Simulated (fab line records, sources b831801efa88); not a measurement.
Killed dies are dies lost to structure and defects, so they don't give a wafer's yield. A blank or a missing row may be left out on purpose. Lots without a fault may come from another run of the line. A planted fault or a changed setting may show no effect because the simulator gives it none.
Chamber matching | flow gf180mcu | GF_CONTACT_CMP_04 on cmp-02: 4 sister chambers
The step polishes SiO2. 4 wafers are shown with their chamber, then 11 later ones without.

WAFERS WITH THEIR CHAMBER
wafer  | chamber | motor_current_A (A)
L693.5 | 1       | 12.0
L696.2 | 2       | 11.4
L696.5 | 3       | 13.2
L699.1 | 0       | 12.1

WAFERS WITHOUT THEIR CHAMBER
wafer  | motor_current_A (A)
L699.4 | 13.1
L699.6 | 11.2
L701.1 | 13.1
L701.3 | 10.7
L701.5 | 11.4
L702.4 | 11.8
L702.5 | 10.9
L702.6 | 11.7
L703.2 | 11.3
L703.4 | 11.5
L703.6 | 11.0

WHICH CHAMBER EACH WENT THROUGH
wafer  | from the rows above          | in truth
L699.4 | 3                            | 3
L699.6 | can't be placed: 2 or 1      | 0
L701.1 | 3                            | 3
L701.3 | can't be placed: 2 or 1      | 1
L701.5 | can't be placed: 2 or 1      | 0
L702.4 | can't be placed: 1 or 0 or 2 | 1
L702.5 | can't be placed: 2 or 1      | 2
L702.6 | can't be placed: 2 or 1 or 0 | 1
L703.2 | can't be placed: 2 or 1      | 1
L703.4 | can't be placed: 2 or 1 or 0 | 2
L703.6 | can't be placed: 2 or 1      | 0
Placed correctly: 2 of 11. Can't be placed from these rows: 9 (the true chamber is among the candidates in 6). Placed wrongly: 0.
How it was worked out, from the rows above alone: a wafer's distance from a chamber is the root of the sum, over the readings, of the square of ((its reading less the chamber's mean) divided by the reading's scatter). The wafer belongs to the nearest chamber; if the next one is less than 2 further off, it can't be placed. A chamber's mean is the mean of its shown wafers. The scatter: with one shown wafer a chamber, the root of the mean of the squares of how far each hidden wafer lies from its nearest shown one.
